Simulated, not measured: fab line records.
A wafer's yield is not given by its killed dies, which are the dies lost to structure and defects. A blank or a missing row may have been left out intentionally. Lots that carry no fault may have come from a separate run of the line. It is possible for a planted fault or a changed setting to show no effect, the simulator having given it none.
Which tool is to blame? :: flow sfq_line :: 14 lots, 42 wafers sampled, at 3 steps of a route of 325

## WHAT THE GAUGES SHOWED, per wafer
SFQ_M0_OVL_MEAS_906. Usual: M0_OVL gives -1 nm (standard deviation 4.3).
lot: L545
measured: day 8 08:52
on: overlay-02
M0_OVL (nm): -4 -5 -4
flag: 

lot: L546
measured: day 8 12:28
on: overlay-01
M0_OVL (nm): 0 -5 2
flag: 

lot: L547
measured: day 8 13:40
on: overlay-01
M0_OVL (nm): 3 0 3
flag: 

lot: L549
measured: day 9 04:04
on: overlay-01
M0_OVL (nm): -1 0 0
flag: 

lot: L551
measured: day 9 14:40
on: overlay-02
M0_OVL (nm): 1 2 -2
flag: 

lot: L553
measured: day 11 00:31
on: overlay-01
M0_OVL (nm): -3 -2 -1
flag: 

lot: L554
measured: day 14 14:49
on: overlay-01
M0_OVL (nm): -2 -2 -2
flag: 

lot: L555
measured: day 15 02:49
on: overlay-02
M0_OVL (nm): 1 2 8
flag: 

lot: L556
measured: day 15 08:48
on: overlay-01
M0_OVL (nm): 2 5 9
flag: 

lot: L559
measured: day 16 09:36
on: overlay-01
M0_OVL (nm): 1 -1 -2
flag: 

lot: L563
measured: day 17 18:17
on: overlay-02
M0_OVL (nm): 1 -3 -5
flag: 

lot: L565
measured: day 18 19:54
on: overlay-01
M0_OVL (nm): 2 5 5
flag: 

lot: L566
measured: day 19 01:53
on: overlay-01
M0_OVL (nm): -12 -8 -7
flag: 

lot: L568
measured: day 19 12:42
on: overlay-02
M0_OVL (nm): -5 -7 -9
flag: 

SFQ_I0_BOW_MEAS_907. Usual: I0_BOW gives 0 um (standard deviation 6.9).
lot: L545
measured: day 8 12:56
on: film_metro-03
I0_BOW (um): -10 -3 -6
flag: 

lot: L546
measured: day 8 16:32
on: film_metro-03
I0_BOW (um): -11 -4 -15
flag: 

lot: L547
measured: day 8 17:45
on: film_metro-01
I0_BOW (um): -4 4 6
flag: 

lot: L549
measured: day 9 09:42
on: film_metro-04
I0_BOW (um): -13 0 0
flag: 

lot: L551
measured: day 9 21:04
on: film_metro-03
I0_BOW (um): 0 1 7
flag: 

lot: L553
measured: day 11 08:18
on: film_metro-04
I0_BOW (um): 1 -6 -2
flag: 

lot: L554
measured: day 14 18:55
on: film_metro-01
I0_BOW (um): 8 2 -2
flag: 

lot: L555
measured: day 15 07:06
on: film_metro-01
I0_BOW (um): 5 13 12
flag: 

lot: L556
measured: day 15 13:39
on: film_metro-01
I0_BOW (um): -3 2 -14
flag: 

lot: L559
measured: day 16 13:41
on: film_metro-03
I0_BOW (um): -7 2 0
flag: 

lot: L563
measured: day 17 22:22
on: film_metro-04
I0_BOW (um): 1 -2 13
flag: 

lot: L565
measured: day 19 02:04
on: film_metro-04
I0_BOW (um): 1 -6 -3
flag: 

lot: L566
measured: day 19 06:14
on: film_metro-03
I0_BOW (um): 2 4 4
flag: 

lot: L568
measured: day 19 17:05
on: film_metro-03
I0_BOW (um): 3 -9 -3
flag: 

## EACH LOT AND THE TOOL THAT RAN IT (in order: tool; ch and the chambers of the sampled wafers; start)
lot: L545
SFQ_TRILAYER_M0_DEP_SPUTTER_019: pvd_sputter-06, day 5 03:47

lot: L546
SFQ_TRILAYER_M0_DEP_SPUTTER_019: pvd_sputter-06, day 5 07:23

lot: L547
SFQ_TRILAYER_M0_DEP_SPUTTER_019: pvd_sputter-05, day 5 11:23

lot: L549
SFQ_TRILAYER_M0_DEP_SPUTTER_019: pvd_sputter-05, day 5 23:36

lot: L551
SFQ_TRILAYER_M0_DEP_SPUTTER_019: pvd_sputter-05, day 6 12:11

lot: L553
SFQ_TRILAYER_M0_DEP_SPUTTER_019: pvd_sputter-06, day 7 11:52

lot: L554
SFQ_TRILAYER_M0_DEP_SPUTTER_019: pvd_sputter-06, day 9 21:35

lot: L555
SFQ_TRILAYER_M0_DEP_SPUTTER_019: pvd_sputter-04, day 10 05:59

lot: L556
SFQ_TRILAYER_M0_DEP_SPUTTER_019: pvd_sputter-06, day 10 10:47

lot: L559
SFQ_TRILAYER_M0_DEP_SPUTTER_019: pvd_sputter-04, day 11 08:45

lot: L563
SFQ_TRILAYER_M0_DEP_SPUTTER_019: pvd_sputter-05, day 12 12:21

lot: L565
SFQ_TRILAYER_M0_DEP_SPUTTER_019: pvd_sputter-05, day 13 05:09

lot: L566
SFQ_TRILAYER_M0_DEP_SPUTTER_019: pvd_sputter-06, day 13 11:09

lot: L568
SFQ_TRILAYER_M0_DEP_SPUTTER_019: pvd_sputter-05, day 13 20:45
- SFQ_TRILAYER_M0_DEP_SPUTTER_019: material Nb, target thk 200 nm, time 133.3 s.

## WHAT THE TOOLS THEMSELVES READ (means of the sampled wafers that have a number; where no wafer has one, the mark that the record gives instead)
SFQ_TRILAYER_M0_DEP_SPUTTER_019. Usual: 30.0 % for throttle_valve_pct, sd 1.4.
lot: L545
tool: pvd_sputter-06
throttle_valve_pct (%): 29.0
flag: 

lot: L546
tool: pvd_sputter-06
throttle_valve_pct (%): 29.1
flag: 

lot: L547
tool: pvd_sputter-05
throttle_valve_pct (%): 30.1
flag: 

lot: L549
tool: pvd_sputter-05
throttle_valve_pct (%): 30.7
flag: 

lot: L551
tool: pvd_sputter-05
throttle_valve_pct (%): 30.7
flag: 

lot: L553
tool: pvd_sputter-06
throttle_valve_pct (%): 27.9
flag: 

lot: L554
tool: pvd_sputter-06
throttle_valve_pct (%): 29.0
flag: 

lot: L555
tool: pvd_sputter-04
throttle_valve_pct (%): 30.4
flag: 

lot: L556
tool: pvd_sputter-06
throttle_valve_pct (%): 29.9
flag: 

lot: L559
tool: pvd_sputter-04
throttle_valve_pct (%): 30.6
flag: 

lot: L563
tool: pvd_sputter-05
throttle_valve_pct (%): 30.9
flag: 

lot: L565
tool: pvd_sputter-05
throttle_valve_pct (%): 30.9
flag: 

lot: L566
tool: pvd_sputter-06
throttle_valve_pct (%): 29.2
flag: 

lot: L568
tool: pvd_sputter-05
throttle_valve_pct (%): 30.3
flag: 

## THE ANSWER, worked out from the rows above alone
Rule: a lot counts as off when the mean over its wafers that have a number is more than 3 standard deviations away from the usual mean. Also off: a lot with no number at a reading for which 4 or more lots have one. Where the step has rows for the other lots, those lots are counted as sound. After the gauges, taken in route order, come the tools' own readings; for these a lot's mean is taken, as printed above. At the first step where some lot is off, the reading lying furthest off is the one used; lots without a number count as furthest.
Nothing can be told from this: no lot is off at any reading shown.

## WHAT HAD BEEN PUT IN BY THE SIMULATOR
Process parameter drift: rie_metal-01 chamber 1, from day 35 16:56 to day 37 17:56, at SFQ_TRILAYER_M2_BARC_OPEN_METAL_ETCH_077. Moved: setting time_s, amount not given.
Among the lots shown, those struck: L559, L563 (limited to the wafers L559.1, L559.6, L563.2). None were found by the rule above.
